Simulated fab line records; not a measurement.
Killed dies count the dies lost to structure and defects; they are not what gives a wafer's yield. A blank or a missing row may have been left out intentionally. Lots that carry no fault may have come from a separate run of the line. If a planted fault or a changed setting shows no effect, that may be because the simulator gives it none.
Chamber matching || flow sky130 || 3 sister chambers for SKY_VIA2_ETCH_15 on rie-diel-03
The step etches SiO2 in C4F8/O2/Ar, stops on TiN, target depth 546 nm, time 84 s. 5 wafers are shown with their chamber, then 6 later ones without.

WAFERS PAIRED WITH THEIR CHAMBERS
{"wafer": "L905.1", "chamber": 0, "bias-w (W)": 1197, "oes-product-au (a.u.)": 0.938}
{"wafer": "L905.2", "chamber": 2, "bias-w (W)": 1196, "oes-product-au (a.u.)": 0.934}
{"wafer": "L905.4", "chamber": 1, "bias-w (W)": 1205, "oes-product-au (a.u.)": 0.935}
{"wafer": "L908.1", "chamber": 2, "bias-w (W)": 1201, "oes-product-au (a.u.)": 0.944}
{"wafer": "L908.3", "chamber": 1, "bias-w (W)": 1204, "oes-product-au (a.u.)": 0.940}

WAFERS WHOSE CHAMBER IS MISSING
{"wafer": "L908.5", "bias-w (W)": 1198, "oes-product-au (a.u.)": 0.939}
{"wafer": "L910.1", "bias-w (W)": 1200, "oes-product-au (a.u.)": 0.937}
{"wafer": "L910.3", "bias-w (W)": 1203, "oes-product-au (a.u.)": 0.936}
{"wafer": "L911.1", "bias-w (W)": 1200, "oes-product-au (a.u.)": 0.932}
{"wafer": "L911.3", "bias-w (W)": 1196, "oes-product-au (a.u.)": 0.935}
{"wafer": "L911.6", "bias-w (W)": 1198, "oes-product-au (a.u.)": 0.939}

WHICH CHAMBER EACH ONE RAN IN
{"wafer": "L908.5", "from the rows above": "can't be placed: 2 or 0", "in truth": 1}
{"wafer": "L910.1", "from the rows above": "can't be placed: 2 or 0 or 1", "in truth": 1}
{"wafer": "L910.3", "from the rows above": "can't be placed: 1 or 2 or 0", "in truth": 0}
{"wafer": "L911.1", "from the rows above": "can't be placed: 2 or 0 or 1", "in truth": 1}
{"wafer": "L911.3", "from the rows above": "can't be placed: 0 or 2", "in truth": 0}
{"wafer": "L911.6", "from the rows above": "can't be placed: 2 or 0", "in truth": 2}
Correctly placed: 0 of 6. Cannot be placed on the basis of these rows: 6; the candidates contain the true chamber in 5. Wrongly placed: 0.
How it was worked out, from the rows above alone: a wafer's distance from a chamber is the root of the sum, over the readings, of the square of ((its reading less the chamber's mean) divided by the reading's scatter). If the next closest chamber is less than 2 further off than the closest, the wafer can't be placed; otherwise it belongs to the closest. The mean given for a chamber averages the wafers shown for that chamber. The scatter: take each reading less its chamber's mean, square it, sum over the shown wafers, divide by the number of wafers less the number of chambers, and take the root.
